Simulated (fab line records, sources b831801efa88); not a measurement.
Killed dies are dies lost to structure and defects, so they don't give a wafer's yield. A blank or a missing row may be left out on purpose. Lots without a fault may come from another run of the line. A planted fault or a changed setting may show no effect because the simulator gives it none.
Which tool did it? | flow sky130 | 12 lots, 36 wafers sampled, at 1 step of a route of 708

WHAT THE GAUGES READ, wafer by wafer
SKY_NWELL_TW_MEAS_15.
lot  | measured     | on            | NWELL_TW
L075 | day 4 21:05  | film_metro-02 | 1813 1806 1802
L077 | day 5 12:28  | film_metro-02 | 1798 1798 1798
L079 | day 5 22:28  | film_metro-04 | 1828 1831 1824
L081 | day 6 08:09  | film_metro-04 | 1820 1823 1826
L083 | day 6 18:43  | film_metro-03 | 1824 1821 1826
L085 | day 7 11:07  | film_metro-03 | 1821 1836 1826
L087 | day 7 17:52  | film_metro-02 | 1798 1797 1801
L089 | day 8 07:04  | film_metro-04 | 1828 1845 1832
L091 | day 8 21:33  | film_metro-02 | 1790 1798 1793
L093 | day 9 05:47  | film_metro-02 | 1823 1810 1820
L095 | day 9 19:00  | film_metro-04 | 1823 1821 1813
L097 | day 10 11:43 | film_metro-03 | 1814 1821 1818

WHICH TOOL RAN EACH LOT (tool, then ch and the chambers of the sampled wafers, then the start)
The record holds no process step before these readings.

THE ANSWER, worked out from the rows above alone
Rule: what is usual is taken from the lots themselves. Put in order of their means at a reading, lots are off if they are a third of the lots or fewer, leave a main group of 4 or more, and stand apart from it by a gap of 3 or more times the standard deviation of the main group's means; of several such gaps the widest counts. A main group whose means are all the same, to the digits that the tables above print for the reading, isn't used. A lot without any number at a reading at which 4 lots or more have one is off too. The other lots that the step has rows for count as sound.
No lot is off at any reading shown: from this, nothing can be told.

WHAT THE SIMULATOR HAD PUT IN
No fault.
